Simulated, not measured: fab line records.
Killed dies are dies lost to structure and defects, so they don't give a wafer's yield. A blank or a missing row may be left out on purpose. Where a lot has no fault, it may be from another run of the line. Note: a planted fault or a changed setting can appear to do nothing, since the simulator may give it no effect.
Which tool was responsible? -- flow sky130 -- 12 lots with 36 wafers sampled at 3 steps, on a route of 708 steps

== WHAT EACH GAUGE READ, for each wafer ==
SKY_CAP2M_THK_MEAS_04: measures by xrf. Usual: for CAP2M_TIN_THK the level is 199.9 nm and the standard deviation is 2.1.
lot,measured,on,CAP2M_TIN_THK (nm),flag
L681,day 39 18:53,filmMetro-02,201.2 202.5 198.7,
L682,day 40 09:35,filmMetro-03,198.2 197.7 199.7,
L683,day 40 13:17,filmMetro-02,197.1 199.3 198.0,
L684,day 40 20:11,filmMetro-01,195.8 196.4 195.4,
L687,day 41 16:56,filmMetro-02,200.4 197.6 196.5,
L691,day 42 18:14,filmMetro-03,198.5 197.7 200.5,
L698,day 44 20:15,filmMetro-02,203.5 201.2 203.0,
L699,day 44 23:23,filmMetro-03,200.8 201.7 202.4,
L700,day 45 09:25,filmMetro-02,199.5 204.4 199.0,
L701,day 45 14:17,filmMetro-01,202.0 202.6 201.7,
L702,day 45 17:20,filmMetro-03,202.1 201.5 203.2,
L703,day 45 22:55,filmMetro-03,201.6 199.2 198.4,

SKY_METAL4_OVL_MEAS_14. Usual: for METAL4_OVL the level is -1 nm and the standard deviation is 4.5.
lot,measured,on,METAL4_OVL (nm),flag
L681,day 41 19:05,overlay-01,1 -6 -3,
L682,day 42 10:26,overlay-02,-4 3 -2,
L683,day 42 14:29,overlay-02,-4 -7 -4,
L684,day 42 19:59,overlay-01,-8 -6 -7,
L687,day 43 15:26,overlay-02,7 9 7,
L691,day 44 15:51,overlay-01,3 8 10,
L698,day 46 14:33,overlay-01,2 2 3,
L699,day 46 19:05,overlay-01,-6 -2 1,
L700,day 47 02:38,overlay-01,6 -4 1,
L701,day 47 07:56,overlay-02,7 3 3,
L702,day 47 11:05,overlay-01,-5 6 -6,
L703,day 47 15:38,overlay-02,10 8 5,

== WHICH TOOL RAN EACH LOT (tool, then ch and the chambers of the sampled wafers, then the start) ==
lot,SKY_METAL3_ETCH_16
L681,"rieMetal-01 ch 0,1, day 38 14:17"
L682,"rieMetal-01 ch 0,1, day 39 05:50"
L683,"rieMetal-01 ch 0,1, day 39 09:20"
L684,"rieMetal-01 ch 0,1, day 39 14:56"
L687,"rieMetal-01 ch 0,1, day 40 12:34"
L691,"rieMetal-01 ch 0,1, day 41 14:56"
L698,"rieMetal-04 ch 0,1, day 43 17:34"
L699,"rieMetal-03 ch 0, day 43 21:20"
L700,"rieMetal-04 ch 1, day 44 08:17"
L701,"rieMetal-04 ch 1, day 44 13:31"
L702,"rieMetal-03 ch 0, day 44 15:32"
L703,"rieMetal-03 ch 0,1, day 44 21:31"
- SKY_METAL3_ETCH_16: etches BARC in N2/H2, stops on SiO2, time 88.2 s, target depth 60 nm.

== AS READ BY THE TOOLS THEMSELVES (means over the sampled wafers that have a number; for cases with no such wafer, the mark the record gives instead) ==
SKY_METAL3_ETCH_16. Usual: drypumpMotorCurrentA 5.6 A, standard deviation 0.37; oesProductAu 0.625 a.u., standard deviation 0.0048; throttleValvePct 13.205 %, standard deviation 0.0086.
lot,tool,drypumpMotorCurrentA (A),oesProductAu (a.u.),throttleValvePct (%),flag
L681,rieMetal-01,5.6,0.622,13.206,
L682,rieMetal-01,5.7,0.616,13.209,
L683,rieMetal-01,5.7,0.621,13.207,
L684,rieMetal-01,5.7,0.623,13.194,
L687,rieMetal-01,5.6,0.618,13.200,
L691,rieMetal-01,5.7,0.625,13.208,
L698,rieMetal-04,6.1,0.625,13.206,
L699,rieMetal-03,5.5,0.622,13.212,
L700,rieMetal-04,5.3,0.627,13.201,
L701,rieMetal-04,5.3,0.626,13.202,
L702,rieMetal-03,5.5,0.628,13.205,
L703,rieMetal-03,5.4,0.630,13.194,

== THE ANSWER, worked out from the rows above alone ==
Rule: a lot counts as off when the mean over its wafers that have a number is more than 3 standard deviations away from the usual mean. Also off: a lot with no number at a reading for which 4 or more lots have one. The other lots that the step has rows for count as sound. Order of review: gauges by route order, followed by the tools' own readings, for which a lot's mean as printed above is used. At the first step where some lot is off, the reading lying furthest off is the one used; lots without a number count as furthest.
Nothing can be told from this: no lot is off at any reading shown.

== WHAT HAD BEEN PUT IN BY THE SIMULATOR ==
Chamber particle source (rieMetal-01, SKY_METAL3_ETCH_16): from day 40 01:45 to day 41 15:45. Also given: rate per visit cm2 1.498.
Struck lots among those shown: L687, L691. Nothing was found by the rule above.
